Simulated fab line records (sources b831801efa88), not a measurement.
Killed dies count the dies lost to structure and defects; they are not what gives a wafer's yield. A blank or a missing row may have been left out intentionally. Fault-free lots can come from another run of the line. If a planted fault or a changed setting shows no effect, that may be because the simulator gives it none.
Problem report, 8D (eight disciplines) form, completed by code -- flow gf180mcu -- the parts of the form that need people (team, actions taken, sign-off) are left out

1. THE ISSUE
PSD_RS at GF_PSD_RS_MEAS_15 reads a mean of 116.64 ohm/sq on 6 wafers of 2 lots; wafers without a fault read 109.66 ohm/sq with a standard deviation of 0.29. That puts it +24 standard deviations away from the usual mean.
The step: measures by four-point-probe.
The first sign was on wafer L772.1 at day 19 22:53, on film_metro-03. At this step, 36 wafers from 12 lots have a number in the record. Rule for "out", or "out of limits": more than 4 standard deviations from the usual mean. All remaining wafers that have a number are taken as sound.

2. WHAT IT IS AND WHAT IT IS NOT
question,is,is not
which readings at this step,PSD_RS,-
which lots,"L772, L775","L761, L762, L763, L765, L766, L767, L771, L777, L778, L780"
which wafers of those lots,all that have a number,-
read on which gauges,film_metro-03,"film_metro-01, film_metro-04"
when,from day 19 22:53,"up to then (21 sound wafers); but 9 sound wafers of L777, L778, L780 came after"

3. SUSPECTS, AND WHAT RULES EACH OUT
Counting: a tool at a process step up to the reading stays a suspect if it ran every lot that is out and no sound lot after the first of them.
- the gauge at GF_PSD_RS_MEAS_15 has been ruled out. All the wafers that are out were read on film_metro-03, but those of them that GF_PSD_IMPLANT_09 has rows for are out there too, on other tools.
- implanter-01 at GF_PSD_IMPLANT_09: kept. It processed each lot that is out, first L772 at day 19 22:14, and no sound lot thereafter; up to then, the last sound lot it processed was L771 at day 19 18:11. Its own readings are out on those wafers: beam_energy_keV.
The count leaves implanter-01 at GF_PSD_IMPLANT_09.

4. THE CAUSE (what the simulator had put in)
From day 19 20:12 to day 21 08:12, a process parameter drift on implanter-01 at GF_PSD_IMPLANT_09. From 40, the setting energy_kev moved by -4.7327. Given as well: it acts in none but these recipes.
Counting left only this tool.

5. THE EFFECT CHAIN, in route order
Rows list readings where the struck wafers' mean (over those with a number) sits beyond 3 standard deviations from the usual. Readings are gone through only where the record gives a usual standard deviation; hours: the median, over the lots, of the time from a lot's start at the first step in this table giving one to that lot's start at this step; sigmas: the change measured in usual standard deviations.
hours,step,reading,usual,on struck wafers,change,sigmas
0,GF_PSD_IMPLANT_09,beam_energy_keV,40.000,35.280,-4.720,-99 or more
0,GF_PSD_STRIP_10,strip_time_to_endpoint_s,16.54 s,16.11,-0.43,-13
1,GF_PSD_RS_MEAS_15,PSD_RS,109.66 ohm/sq,116.64,+6.98,+24
Its process steps:
- GF_PSD_IMPLANT_09
- GF_PSD_STRIP_10: strips in O2/N2.

6. WHAT WOULD HAVE CAUGHT IT SOONER
The first out-of-limits reading at a measuring or inspecting step in this record came at day 19 22:53, 3 hours after the fault's start at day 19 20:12.
At GF_PSD_IMPLANT_09, the tool's own readings (beam_energy_keV) were out on each struck wafer the step has a row for, so an alarm limit on them would have fired on the first such wafer.
L775, from the lots that are out (2), started GF_PSD_IMPLANT_09 on implanter-01 later than day 19 22:53. Putting the tool on hold at that point would have spared it.
